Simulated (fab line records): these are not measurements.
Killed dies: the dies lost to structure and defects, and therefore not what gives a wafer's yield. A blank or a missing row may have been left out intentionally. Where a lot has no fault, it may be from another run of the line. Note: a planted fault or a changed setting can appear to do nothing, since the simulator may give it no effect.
The tool behind it: which one? + flow gf180mcu + 10 lots with 30 wafers sampled at 4 steps, on a route of 602 steps

## WHAT EACH GAUGE READ, for each wafer
GF_V4_RS_MEAS_24: the measuring method here is four-point-probe.
| lot  | measured     | on            | V4_W_RS (ohm/sq)  |
|------|--------------|---------------|-------------------|
| L650 | day 25 18:31 | film_metro-03 | 0.326 0.327 0.327 |
| L651 | day 26 06:39 | film_metro-04 | 0.325 0.324 0.322 |
| L652 | day 26 15:41 | film_metro-03 | 0.334 0.333 0.331 |
| L657 | day 27 23:48 | film_metro-03 | 0.328 0.324 0.328 |
| L659 | day 28 19:13 | film_metro-03 | 0.331 0.328 0.325 |
| L660 | day 28 21:02 | film_metro-02 | 0.273 0.275 0.278 |
| L661 | day 29 08:59 | film_metro-04 | 0.276 0.274 0.277 |
| L662 | day 29 12:34 | film_metro-04 | 0.332 0.324 0.327 |
| L663 | day 29 17:27 | film_metro-04 | 0.330 0.335 0.329 |
| L664 | day 29 22:30 | film_metro-02 | 0.267 0.269 0.267 |

## WHICH TOOL RAN EACH LOT (tool, then ch and the chambers of the sampled wafers, then the start)
| lot  | GF_M4_STRIP_17                       | GF_V4_SPUTTER_22             | GF_V4_CVD_23                  |
|------|--------------------------------------|------------------------------|-------------------------------|
| L650 | plasma_asher-03 ch 0,1, day 24 19:12 | pvd_sputter-02, day 25 18:22 | cvd_w-01 ch 0,1, day 25 18:25 |
| L651 | plasma_asher-03 ch 0, day 25 07:34   | pvd_sputter-04, day 26 06:29 | cvd_w-01 ch 0,1, day 26 06:31 |
| L652 | plasma_asher-03 ch 0,1, day 25 17:14 | pvd_sputter-03, day 26 15:31 | cvd_w-02 ch 0,1, day 26 15:34 |
| L657 | plasma_asher-01 ch 0,1, day 27 01:21 | pvd_sputter-03, day 27 23:38 | cvd_w-01 ch 0,1, day 27 23:41 |
| L659 | plasma_asher-03 ch 0,1, day 27 21:19 | pvd_sputter-03, day 28 19:01 | cvd_w-01 ch 0,1, day 28 19:05 |
| L660 | plasma_asher-03 ch 1, day 27 23:39   | pvd_sputter-02, day 28 20:53 | cvd_w-01 ch 0,1, day 28 20:55 |
| L661 | plasma_asher-01 ch 0,1, day 28 11:30 | pvd_sputter-03, day 29 08:50 | cvd_w-01 ch 0,1, day 29 08:53 |
| L662 | plasma_asher-03 ch 0,1, day 28 14:40 | pvd_sputter-04, day 29 12:25 | cvd_w-02 ch 0,1, day 29 12:28 |
| L663 | plasma_asher-03 ch 0,1, day 28 19:57 | pvd_sputter-02, day 29 17:18 | cvd_w-02 ch 0,1, day 29 17:20 |
| L664 | plasma_asher-03 ch 0,1, day 29 01:26 | pvd_sputter-02, day 29 22:21 | cvd_w-01 ch 0,1, day 29 22:23 |
- GF_M4_STRIP_17: strips in O2/N2.
- GF_V4_SPUTTER_22: material TiN, target thk 10 nm, time 40 s.
- GF_V4_CVD_23: deposits W, target thk 350 nm, time 104.9 s.

## THE ANSWER, worked out from the rows above alone
Rule: the usual values come from the lots themselves. The widest of any qualifying gaps counts: lots, ordered by their means at a reading, are off when they make up no more than a third of the lots, leave a main group of 4 or more, and stand apart from it by 3 or more times the standard deviation of that group's means. If all means in a main group match to the digits the tables above print for the reading, that group is not used. A lot without any number at a reading at which 4 lots or more have one is off too. Any other lot the step has rows for is counted as sound.
Off: L660, L661, L664, at GF_V4_RS_MEAS_24 (V4_W_RS). Mean 0.328 ohm/sq and standard deviation 0.0028 in the main group.
If a tool, at a process step before that reading, ran all the lots that are off and no sound lot after the first of them, it fits. Those tools and the gauges at GF_V4_RS_MEAS_24 are tried in the same way. One fits: GF_V4_CVD_23 on cvd_w-01. A fault onset in the window from L659 (day 28 19:05, its last sound lot) to L660 (day 28 20:55, its first lot off) fits.

## WHAT THE SIMULATOR HAD PUT IN
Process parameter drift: cvd_w-01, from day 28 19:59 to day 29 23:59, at GF_V4_CVD_23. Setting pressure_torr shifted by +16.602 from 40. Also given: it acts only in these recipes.
Shown lots that were struck: L660, L661, L664. The same result came from the rule above.
